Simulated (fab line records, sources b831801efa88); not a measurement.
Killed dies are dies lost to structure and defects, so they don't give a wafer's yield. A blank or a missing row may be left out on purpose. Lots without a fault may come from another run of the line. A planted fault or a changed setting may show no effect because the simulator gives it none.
One fault seen from 2 desks | flow sky130 | each desk has only its own numbers; what lay behind them comes last

THE TOOL OWNER'S DESK: rie_diel-04
The tool's own readings at SKY_VIA3_ETCH_14 (etches BARC in N2/H2, stops on SiO2, time 45.9 s, target depth 60 nm): means of the sampled wafers that have a number, for each lot that ran on this tool. A lot is out of limits, marked OUT, if its mean lies more than 4 standard deviations from the usual mean; the brackets give that distance.
Columns: A = drypump_motor_current_A at SKY_VIA3_ETCH_14, usual 5.7 A; B = oes_product_au at SKY_VIA3_ETCH_14, usual 0.854 a.u.; C = run_length_s at SKY_VIA3_ETCH_14, usual 74.4 s; D = throttle_valve_pct at SKY_VIA3_ETCH_14, usual 13.225 %
lot  | first seen here | A   | B                | C    | D
L866 | day 40 09:02    | 5.9 | 0.856            | 74.0 | 13.234
L867 | day 40 21:32    | 6.1 | 0.856            | 74.3 | 13.226
L872 | day 41 16:20    | 6.2 | 0.847            | 74.2 | 13.229
L878 | day 43 14:32    | 6.1 | 0.854            | 74.0 | 13.231
L880 | day 44 06:32    | 5.8 | 0.874 (+4.6) OUT | 73.4 | 13.223
L887 | day 45 21:08    | 6.1 | 0.878 (+5.5) OUT | 72.9 | 13.233
This desk's finding: out of limits on L880, L887; first on L880, day 44 06:32 (oes_product_au at SKY_VIA3_ETCH_14). In limits: L866, L867, L872, L878.

THE METROLOGY DESK
What the gauges read, lot by lot, whatever tool the lot ran on: means of the sampled wafers that have a number. A lot is out of limits, marked OUT, if its mean lies more than 4 standard deviations from the usual mean; the brackets give that distance.
Columns: A = cd_nm at SKY_METAL3_CD_MEAS_13, usual 300.3 nm
lot  | first seen here | A
L866 | day 39 06:51    | 300.6
L867 | day 39 19:39    | 301.1
L869 | day 39 23:08    | 299.2
L872 | day 40 14:35    | 302.2
L875 | day 41 10:58    | 299.7
L874 | day 41 13:56    | 301.3
L876 | day 41 20:02    | 301.5
L878 | day 42 13:49    | 301.0
L879 | day 42 23:43    | 302.1
L880 | day 43 06:02    | 300.4
L881 | day 43 08:53    | 301.2
L882 | day 43 10:12    | 301.1
L887 | day 44 22:01    | 298.9
L889 | day 45 03:10    | 301.3
This desk's finding: nothing out of limits on any of the 14 lots.

PUT TOGETHER
The tool owner's desk could have raised an alarm at day 44 06:32, on L880, L887.
The metrology desk saw nothing out of limits.
The metrology desk has L880, L887 on record, within its limits.
Of the lots named, all ran SKY_VIA3_ETCH_14 on rie_diel-04.

WHAT THE SIMULATOR HAD PUT IN
Process parameter drift: rie_diel-04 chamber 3, from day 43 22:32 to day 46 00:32, at SKY_VIA3_ETCH_14. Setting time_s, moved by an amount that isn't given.
Lots struck among those shown: L880, L887.
Hours from the fault's start to each desk's first reading out of limits: the tool owner's desk, 8.
